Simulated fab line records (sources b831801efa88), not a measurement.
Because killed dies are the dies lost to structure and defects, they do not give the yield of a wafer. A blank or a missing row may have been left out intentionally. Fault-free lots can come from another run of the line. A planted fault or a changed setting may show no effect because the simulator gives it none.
Which of the tools did it? :: flow sky130 :: Sampling: 12 lots, 36 wafers, 4 of 708 route steps

## WHAT THE GAUGES READ, wafer by wafer
SKY_DNWELL_TW_MEAS_09. Usual: for DNWELL_TW the level is 1118 and the standard deviation is 6.7.
lot: L156
measured: day 3 14:16
on: film-metro-04
DNWELL_TW: 1132 1130 1131
flag: 

lot: L160
measured: day 4 08:46
on: film-metro-04
DNWELL_TW: 1123 1122 1117
flag: 

lot: L161
measured: day 4 15:16
on: film-metro-02
DNWELL_TW: 1121 1120 1119
flag: 

lot: L162
measured: day 4 22:26
on: film-metro-02
DNWELL_TW: 1123 1114 1122
flag: 

lot: L163
measured: day 5 00:41
on: film-metro-02
DNWELL_TW: 1106 1111 1101
flag: 

lot: L165
measured: day 5 10:32
on: film-metro-01
DNWELL_TW: 1128 1126 1126
flag: 

lot: L166
measured: day 5 14:41
on: film-metro-02
DNWELL_TW: 1113 1116 1116
flag: 

lot: L167
measured: day 5 20:16
on: film-metro-04
DNWELL_TW: 1122 1119 1123
flag: 

lot: L170
measured: day 6 14:17
on: film-metro-02
DNWELL_TW: 1115 1106 1107
flag: 

lot: L171
measured: day 6 18:41
on: film-metro-02
DNWELL_TW: 30 30 30 30 30 30
flag: OFF

lot: L172
measured: day 6 23:41
on: film-metro-04
DNWELL_TW: 1116 1112 1112
flag: 

lot: L178
measured: day 8 16:19
on: film-metro-02
DNWELL_TW: 1116 1121 1112
flag: 

SKY_LOCAL_INTERCONNECT_RS_MEAS_01: a four-point-probe measurement. Usual: for LOCAL_INTERCONNECT_TIN_RS the level is 14.19 ohm/sq and the standard deviation is 0.12.
lot: L156
measured: day 29 23:01
on: film-metro-03
LOCAL_INTERCONNECT_TIN_RS (ohm/sq): 14.12 14.28 14.26
flag: 

lot: L160
measured: day 31 08:23
on: film-metro-04
LOCAL_INTERCONNECT_TIN_RS (ohm/sq): 14.17 14.38 14.30
flag: 

lot: L161
measured: day 31 15:04
on: film-metro-01
LOCAL_INTERCONNECT_TIN_RS (ohm/sq): 14.38 14.23 14.31
flag: 

lot: L162
measured: day 32 05:16
on: film-metro-03
LOCAL_INTERCONNECT_TIN_RS (ohm/sq): 14.07 14.09 14.14
flag: 

lot: L163
measured: day 32 02:47
on: film-metro-01
LOCAL_INTERCONNECT_TIN_RS (ohm/sq): 14.47 14.22 14.39
flag: 

lot: L165
measured: day 33 00:47
on: film-metro-01
LOCAL_INTERCONNECT_TIN_RS (ohm/sq): 14.12 13.96 13.85
flag: 

lot: L166
measured: day 33 02:11
on: film-metro-04
LOCAL_INTERCONNECT_TIN_RS (ohm/sq): 14.29 14.28 14.34
flag: 

lot: L167
measured: day 33 12:50
on: film-metro-01
LOCAL_INTERCONNECT_TIN_RS (ohm/sq): 14.34 14.36 14.25
flag: 

lot: L170
measured: day 34 15:17
on: film-metro-04
LOCAL_INTERCONNECT_TIN_RS (ohm/sq): 14.13 14.16 14.32
flag: 

lot: L172
measured: day 35 01:32
on: film-metro-03
LOCAL_INTERCONNECT_TIN_RS (ohm/sq): 14.11 14.21 14.23
flag: 

lot: L178
measured: day 37 07:07
on: film-metro-03
LOCAL_INTERCONNECT_TIN_RS (ohm/sq): 14.11 14.13 13.98
flag: 

## WHICH TOOL RAN EACH LOT (tool, then ch and the chambers of the sampled wafers, then the start)
lot: L156
SKY_DNWELL_EXPOSE_04: iline-stepper-02 ch 0, day 3 06:21
SKY_SD_N_RTA_14: rtp-anneal-02 ch 0, day 28 16:05

lot: L160
SKY_DNWELL_EXPOSE_04: iline-stepper-02 ch 0, day 4 00:28
SKY_SD_N_RTA_14: rtp-anneal-02 ch 0, day 30 01:25

lot: L161
SKY_DNWELL_EXPOSE_04: iline-stepper-01 ch 0, day 4 07:32
SKY_SD_N_RTA_14: rtp-anneal-01 ch 0, day 30 09:01

lot: L162
SKY_DNWELL_EXPOSE_04: iline-stepper-01 ch 0, day 4 13:47
SKY_SD_N_RTA_14: rtp-anneal-01 ch 0, day 30 22:14

lot: L163
SKY_DNWELL_EXPOSE_04: iline-stepper-02 ch 0, day 4 15:57
SKY_SD_N_RTA_14: rtp-anneal-02 ch 0, day 30 20:16

lot: L165
SKY_DNWELL_EXPOSE_04: iline-stepper-01 ch 0, day 5 02:04
SKY_SD_N_RTA_14: rtp-anneal-01 ch 0, day 31 19:35

lot: L166
SKY_DNWELL_EXPOSE_04: iline-stepper-02 ch 0, day 5 06:11
SKY_SD_N_RTA_14: rtp-anneal-02 ch 0, day 31 21:20

lot: L167
SKY_DNWELL_EXPOSE_04: iline-stepper-01 ch 0, day 5 11:25
SKY_SD_N_RTA_14: rtp-anneal-01 ch 0, day 32 07:19

lot: L170
SKY_DNWELL_EXPOSE_04: iline-stepper-01 ch 0, day 6 05:19
SKY_SD_N_RTA_14: rtp-anneal-02 ch 0, day 33 10:11

lot: L171
SKY_DNWELL_EXPOSE_04: iline-stepper-02 ch 0, day 6 09:16
SKY_SD_N_RTA_14: -

lot: L172
SKY_DNWELL_EXPOSE_04: iline-stepper-02 ch 0, day 6 13:48
SKY_SD_N_RTA_14: rtp-anneal-02 ch 0, day 33 21:04

lot: L178
SKY_DNWELL_EXPOSE_04: iline-stepper-01 ch 0, day 8 05:35
SKY_SD_N_RTA_14: rtp-anneal-01 ch 0, day 36 02:33
- SKY_DNWELL_EXPOSE_04: exposes mask DNM, target cd 3000 nm.
- SKY_SD_N_RTA_14: time 2 s.

## AS READ BY THE TOOLS THEMSELVES (means over the sampled wafers that have a number; for cases with no such wafer, the mark the record gives instead)
SKY_SD_N_RTA_14. Usual: anneal-temp-c-max 1078.7, standard deviation 0.77; lamp-power-pct 15.74 %, standard deviation 0.053; wafer_temp_C_max 1077.8, standard deviation 1.1.
lot: L156
tool: rtp-anneal-02
anneal-temp-c-max: 1078.9
lamp-power-pct (%): 15.73
wafer_temp_C_max: 1078.2
flag: 

lot: L160
tool: rtp-anneal-02
anneal-temp-c-max: 1077.9
lamp-power-pct (%): 15.77
wafer_temp_C_max: 1077.3
flag: 

lot: L161
tool: rtp-anneal-01
anneal-temp-c-max: 1078.8
lamp-power-pct (%): 15.81
wafer_temp_C_max: 1078.0
flag: 

lot: L162
tool: rtp-anneal-01
anneal-temp-c-max: 1079.0
lamp-power-pct (%): 15.79
wafer_temp_C_max: 1077.8
flag: 

lot: L163
tool: rtp-anneal-02
anneal-temp-c-max: 1079.1
lamp-power-pct (%): 15.73
wafer_temp_C_max: 1078.4
flag: 

lot: L165
tool: rtp-anneal-01
anneal-temp-c-max: 1078.7
lamp-power-pct (%): 15.73
wafer_temp_C_max: 1077.7
flag: 

lot: L166
tool: rtp-anneal-02
anneal-temp-c-max: 1077.8
lamp-power-pct (%): 15.72
wafer_temp_C_max: 1079.2
flag: 

lot: L167
tool: rtp-anneal-01
anneal-temp-c-max: 1078.3
lamp-power-pct (%): 15.70
wafer_temp_C_max: 1077.6
flag: 

lot: L170
tool: rtp-anneal-02
anneal-temp-c-max: 1078.4
lamp-power-pct (%): 15.72
wafer_temp_C_max: 1077.7
flag: 

lot: L172
tool: rtp-anneal-02
anneal-temp-c-max: 1079.3
lamp-power-pct (%): 15.76
wafer_temp_C_max: 1078.0
flag: 

lot: L178
tool: rtp-anneal-01
anneal-temp-c-max: 1077.6
lamp-power-pct (%): 15.75
wafer_temp_C_max: 1076.8
flag: 

## THE ANSWER, worked out from the rows above alone
Rule: a lot is off if the mean of its wafers that have a number lies more than 3 standard deviations from the usual mean. Also off: a lot with no number at a reading for which 4 or more lots have one. The other lots that the step has rows for count as sound. After the gauges, taken in route order, come the tools' own readings; for these a lot's mean is taken, as printed above. At the first step where some lot is off, the reading lying furthest off is the one used; lots without a number count as furthest.
Off: at SKY_DNWELL_TW_MEAS_09 (DNWELL_TW), L171.
If a tool, at a process step before that reading, ran all the lots that are off and no sound lot after the first of them, it fits. Gauges at SKY_DNWELL_TW_MEAS_09: tried the same way as those tools. None of those tried fits.

## WHAT THE SIMULATOR HAD PUT IN
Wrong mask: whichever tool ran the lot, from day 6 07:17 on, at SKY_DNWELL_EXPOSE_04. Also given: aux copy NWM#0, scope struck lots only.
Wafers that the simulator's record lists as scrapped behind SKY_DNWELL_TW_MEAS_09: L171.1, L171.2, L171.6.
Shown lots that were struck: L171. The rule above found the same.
